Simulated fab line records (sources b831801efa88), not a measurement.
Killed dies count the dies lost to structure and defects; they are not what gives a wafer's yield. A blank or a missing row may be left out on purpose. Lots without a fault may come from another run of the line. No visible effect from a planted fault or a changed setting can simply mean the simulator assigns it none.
A struck lot beside a sound one ; flow sky130 ; 36 out of 708 route steps
Sound: wafers L861.2, L861.3, L861.4. Struck: wafer L875.2 (left out: L875.4, L875.5 of the same lot, which were not struck); the cause appears at the end.
Order at every step that has rows: each side's tool, ch and its chambers, its first start. Under that, the readings that differ: sound wafers ; struck wafers ; difference of the means ; sigmas: that difference in standard deviations of wafers without a fault.
alike: readings with means less than 2 such deviations apart, plus words and numbers identical on both sides. not compared: withheld readings, readings lacking a value on some wafer, bounds such as >300 that could conceal the same value, and numbers that have no deviation in the record and whose values overlap.
Wherever a step has rows on one side only, a row that says differs or no value, or a row with sigmas, the two part there. Non-overlapping numbers with no deviation appear without sigmas and do not part them. A reading that every wafer of one side lacks parts them only if that side has two wafers or more.

first, 10 steps without rows for these wafers: SKY_CAPM_CLEAN_17 (cleans in O3/DIW); SKY_METAL3_DEHYDRATE_05 (time 60 s); SKY_METAL3_HMDS_06 (prime time 60 s); SKY_METAL3_COAT_07 (resist thk 60 nm); SKY_METAL3_COAT_08 (resist thk 1140 nm); SKY_METAL3_SOFTBAKE_09 (time 90 s); SKY_METAL3_EXPOSE_10 (exposes mask MM3, target cd 300 nm); SKY_METAL3_PEB_11; SKY_METAL3_DEVELOP_12 (develop time 60 s); SKY_METAL3_DESCUM_15 (chemistry O2, time 8 s).
SKY_METAL3_ETCH_16: etches BARC in N2/H2, stops on SiO2, time 88.2 s, target depth 60 nm.
  sound on rie_metal-04 ch 0,1, day 43 06:05; struck on rie_metal-04 ch 0, day 46 19:11
reading;sound;struck;difference;sigmas
oes_product_au (a.u.);0.626 0.636 0.630;0.620;-0.011;-2
  alike: bias_w, drypump_motor_current_A, throttle_valve_pct
  not compared: rf_hours_counter_h
then, 24 steps without rows for these wafers: SKY_METAL3_ETCH_17 (etches SiO2 in C4F8/O2/Ar, stops on TiN, time 3.9 s, target depth 15 nm); SKY_METAL3_METAL_ETCH_18 (etches the open film in Cl2/BCl3, stops on SiO2, target depth 845 nm, time 183.1 s); SKY_METAL3_STRIP_19 (strips in O2/N2); SKY_METAL3_STRIP_20 (strips in post etch residue remover, time 1200 s); SKY_METAL3_CLEAN_21 (cleans in IPA, time 180 s); SKY_METAL3_CLEAN_22 (cleans in O3/DIW); SKY_VIA3_HDPCVD_00 (deposits SiO2, target thk 1635 nm, time 285.8 s); SKY_VIA3_CMP_02 (polishes SiO2); SKY_VIA3_DEHYDRATE_04 (time 60 s); SKY_VIA3_HMDS_05 (prime time 60 s); SKY_VIA3_COAT_06 (resist thk 60 nm); SKY_VIA3_COAT_07 (resist thk 450 nm); SKY_VIA3_SOFTBAKE_08 (time 90 s); SKY_VIA3_EXPOSE_09 (exposes mask VIM3, target cd 200 nm); SKY_VIA3_PEB_10; SKY_VIA3_DEVELOP_11 (develop time 60 s); SKY_VIA3_ETCH_14 (etches BARC in N2/H2, stops on SiO2, time 45.9 s, target depth 60 nm); SKY_VIA3_ETCH_15 (etches SiO2 in C4F8/O2/Ar, stops on TiN, target depth 507 nm, time 78 s); SKY_VIA3_STRIP_16 (strips in O2/N2); SKY_VIA3_STRIP_17 (strips in post etch residue remover, time 1200 s); SKY_VIA3_CLEAN_18 (cleans in IPA, time 180 s); SKY_VIA3_CLEAN_19 (cleans in O3/DIW); SKY_VIA3_SPUTTER_20 (material TiN, target thk 20 nm, time 80 s); SKY_VIA3_CVD_21 (deposits W, target thk 390 nm, time 117.31 s).
-- the record jumps here: 6 days lie between the struck wafers' starts before and after (it left off in module VIA3 and takes up again in module PAD_OPEN, whose first step shown is number 708 of the route) --
SKY_PAD_OPEN_PROBE_99:
  struck on prober-02, day 52 16:15; sound on prober-01, day 50 00:16
reading;sound;struck;difference;sigmas
killed_at_M0_to_M3;49 32 49;62;+19;+3
killed_on_rim;20 17 13;26;+9;+3
sort_bin_3_pad_short (%);0.6 0.4 0.8;1.8;+1.2;+3
sort_bin_6_memory (%);6.5 5.3 5.9;8.3;+2.4;+2
model.etest.tester.sort_bin_3_pct (%);0.6098 0.4065 0.813;1.829;+1.219;
  alike: defect_limited_yield, killed_at_M4_up, killed_at_contacts, killed_at_front_end, killed_at_other, killed_dies, killed_open, killed_short, sort_bin_5_function, sort_n_pass, sort_yield_pct

== WHERE THEY PART ==
At SKY_METAL3_ETCH_16 first; at SKY_PAD_OPEN_PROBE_99 last (within this record only).

WHY: whatever the simulator had introduced
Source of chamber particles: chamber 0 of rie_metal-04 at SKY_METAL3_ETCH_16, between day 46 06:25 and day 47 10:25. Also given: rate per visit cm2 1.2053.
